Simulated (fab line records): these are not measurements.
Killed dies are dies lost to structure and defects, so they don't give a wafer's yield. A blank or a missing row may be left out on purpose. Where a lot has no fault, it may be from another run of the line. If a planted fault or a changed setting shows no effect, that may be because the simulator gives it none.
Problem report in the 8D (eight disciplines) form, filled by code + flow sky130 + the parts of the form that need people (team, actions taken, sign-off) are left out

## 1. THE PROBLEM
Mean of chamber_pressure_mTorr at SKY_CAP2M_METAL_ETCH_13: 12.003 mTorr across 6 wafers in 2 lots; on wafers with no fault it is 10.000 mTorr (standard deviation 0.0091). So: +99 or more standard deviations from the usual mean.
The step: etches TiN in Cl2/BCl3, stops on SiO2, target depth 220 nm, time 62.9 s.
The first sign was on wafer L222.2 at day 44 11:07, on rie_metal-01. Wafers with a number at this step in the record: 18, from 6 lots. The rule behind "out" and "out of limits": a value lying over 4 standard deviations away from the usual mean. The other wafers with a number count as sound.

## 2. WHAT IT IS AND WHAT IT IS NOT
| question                    | is                     | is not                                                                   |
|-----------------------------|------------------------|--------------------------------------------------------------------------|
| which readings at this step | chamber_pressure_mTorr | drypump_motor_current_A, oes_product_au                                  |
| which lots                  | L222, L223             | L210, L216, L224, L231                                                   |
| which wafers of those lots  | all that have a number | -                                                                        |
| read on which tools         | rie_metal-01           | rie_metal-03                                                             |
| when                        | from day 44 11:07      | up to then (6 sound wafers); but 6 sound wafers of L224, L231 came after |

## 3. WHAT RULES OUT EACH SUSPECT
Counting: a tool at a process step up to the reading stays a suspect if it ran every lot that is out and no sound lot after the first of them.
- rie_metal-01 at SKY_CAP2M_METAL_ETCH_13 (etches TiN in Cl2/BCl3, stops on SiO2, target depth 220 nm, time 62.9 s): kept. It ran every lot that is out, first L222 (day 44 11:07), and no sound lot after that; its last sound lot up to then is L210 (day 41 04:19). Out on those wafers are its own readings of chamber_pressure_mTorr.
After counting, what remains is rie_metal-01 at SKY_CAP2M_METAL_ETCH_13.

## 4. THE CAUSE (what the simulator had put in)
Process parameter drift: rie_metal-01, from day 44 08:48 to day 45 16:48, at SKY_CAP2M_METAL_ETCH_13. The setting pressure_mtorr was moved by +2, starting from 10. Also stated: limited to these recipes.
After counting, this tool was the only one left.

## 5. THE EFFECT CHAIN, in route order
Each row: a reading whose mean over the struck wafers that have a number lies more than 3 standard deviations from the usual. Only readings for which the record gives a usual standard deviation are gone through. hours: the time from each lot's start at the first step in this table that gives one to its start at this step, as a median over the lots. sigmas: the change in usual standard deviations.
| hours | step                    | reading                | usual        | on struck wafers | change | sigmas      |
|-------|-------------------------|------------------------|--------------|------------------|--------|-------------|
| 0     | SKY_CAP2M_METAL_ETCH_13 | chamber_pressure_mTorr | 10.000 mTorr | 12.003           | +2.003 | +99 or more |
It contains these process steps:
- SKY_CAP2M_METAL_ETCH_13: etches TiN in Cl2/BCl3, stops on SiO2, target depth 220 nm, time 62.9 s.

## 6. WHAT WOULD HAVE CAUGHT IT SOONER
The fault began at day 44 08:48; the first out-of-limits reading in this record came at day 44 11:07, 2 hours later.
